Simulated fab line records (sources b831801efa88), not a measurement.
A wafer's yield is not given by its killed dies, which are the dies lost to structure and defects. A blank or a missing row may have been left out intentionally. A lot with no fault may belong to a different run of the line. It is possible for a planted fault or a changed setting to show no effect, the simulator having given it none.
Code-filled problem report in 8D (eight disciplines) form || flow gf180mcu || the parts of the form that need people (team, actions taken, sign-off) are left out

## 1. THE ISSUE
TOP_METAL_ALCU_RS at GF_TOP_METAL_RS_MEAS_05 reads a mean of 0.0793 ohm/sq on 1 wafer of 1 lot; wafers without a fault read 0.0326 ohm/sq with a standard deviation of 0.00036. So: +99 or more standard deviations from the usual mean.
The step: measures by four-point-probe.
The first sign was on wafer L938.2 at day 31 01:53, on film_metro-03. The record has a number at this step for 29 wafers belonging to 10 lots. Rule for "out", or "out of limits": more than 4 standard deviations from the usual mean. All remaining wafers that have a number are taken as sound.

## 2. WHAT IT IS, AND WHAT IT ISN'T
{"question": "which readings at this step", "is": "TOP_METAL_ALCU_RS", "is not": "-"}
{"question": "which lots", "is": "L938", "is not": "L925, L926, L927, L928, L929, L943, L944, L945, L948"}
{"question": "which wafers of those lots", "is": "L938.2", "is not": "L938.4"}
{"question": "read on which gauges", "is": "film_metro-03", "is not": "film_metro-01, film_metro-02"}
{"question": "when", "is": "from day 31 01:53", "is not": "up to then (16 sound wafers); but 12 sound wafers of L943, L944, L945, L948 came after"}

## 3. WHAT RULES OUT EACH SUSPECT
Counting: a tool at a process step up to the reading stays a suspect if it ran every lot that is out. Sound lots after the first of them don't rule it out here, since some wafers of a struck lot are sound.
- the gauge at GF_TOP_METAL_RS_MEAS_05: ruled out. All the wafers that are out were read on film_metro-03, but those of them that GF_TOP_METAL_METAL_ETCH_16 has rows for are out there too, on other tools.
- pecvd-01 at GF_V3_CVD_02 (deposits SiO2 from TEOS, target thk 850 nm, time 94.851 s): kept. L938, the lot that is out, went through it at day 25 23:28; up to then, the latest sound lot through it was L927 at day 21 19:28.
- pvd_sputter-03 at GF_MIM_SPUTTER_00 (material Ti, target thk 37.5 nm, time 150 s): kept. L938, the lot that is out, went through it at day 28 16:02; up to then, the latest sound lot through it was L929 at day 25 19:57.
- rie_diel-04 at GF_M5_ETCH_09 (etches Si3N4 in CF4/O2, target depth 52 nm, time 11.6 s): kept. L938, the lot that is out, went through it at day 30 05:20; up to then, the latest sound lot through it was L927 at day 26 13:20.
- pvd_sputter-01 at GF_TOP_METAL_SPUTTER_02 (material AlCu, target thk 900 nm, time 47.82 s): kept. L938, the lot that is out, went through it at day 31 01:47; up to then, the latest sound lot through it was L929 at day 28 12:02.
- Within rie_diel-04 at GF_M5_ETCH_09: the wafers that are out ran in chamber 1; their sound lot-mates ran in chamber 2.
Left after counting: pecvd-01 at GF_V3_CVD_02, pvd_sputter-03 at GF_MIM_SPUTTER_00, rie_diel-04 at GF_M5_ETCH_09, pvd_sputter-01 at GF_TOP_METAL_SPUTTER_02.

## 4. THE CAUSE (what the simulator had put in)
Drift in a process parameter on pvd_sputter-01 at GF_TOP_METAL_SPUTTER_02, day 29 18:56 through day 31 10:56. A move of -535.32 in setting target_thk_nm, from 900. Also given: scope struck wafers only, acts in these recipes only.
Counting left 4 suspects, and this tool is among them.

## 5. THE EFFECT CHAIN, in route order
Each row: a reading whose mean over the struck wafers that have a number lies more than 3 standard deviations from the usual. Scope: only readings with a usual standard deviation given in the record; hours: median across lots of the time from each lot's start at the first step in this table that gives one to its start at this step; sigmas: change in usual standard deviations.
{"hours": 0, "step": "GF_TOP_METAL_RS_MEAS_05", "reading": "TOP_METAL_ALCU_RS", "usual": "0.0326 ohm/sq", "on struck wafers": 0.0793, "change": "+0.0467", "sigmas": "+99 or more"}
{"hours": 0, "step": "GF_TOP_METAL_THK_MEAS_06", "reading": "TOP_METAL_ALCU_THK", "usual": "907 nm", "on struck wafers": 376, "change": -531, "sigmas": -44}
{"hours": 17, "step": "GF_TOP_METAL_METAL_ETCH_16", "reading": "oes_product_au", "usual": "0.967 a.u.", "on struck wafers": 0.668, "change": -0.299, "sigmas": -43}
{"hours": 17, "step": "GF_TOP_METAL_METAL_ETCH_16", "reading": "throttle_valve_pct", "usual": "28.255 %", "on struck wafers": 28.581, "change": "+0.326", "sigmas": "+30"}
Process steps it contains:
- GF_TOP_METAL_METAL_ETCH_16: etches the open film in Cl2/BCl3, stops on SiO2, target depth 1077.5 nm, time 179.6 s.

## 6. HOW IT WOULD HAVE BEEN CAUGHT EARLIER
Counted from the fault's start at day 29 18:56, it took 31 hours until the first out-of-limits reading at a measuring or inspecting step in this record, taken at day 31 01:53.
Tool readings at GF_TOP_METAL_SPUTTER_02 with a usual standard deviation given in the record: none out on any struck wafer, hence no alarm at a limit of 4 standard deviations on them.
Each of the lots that are out, 1 in all, had begun GF_TOP_METAL_SPUTTER_02 on pvd_sputter-01 no later than day 31 01:53. Had the tool been put on hold then, not one of them would have been saved.
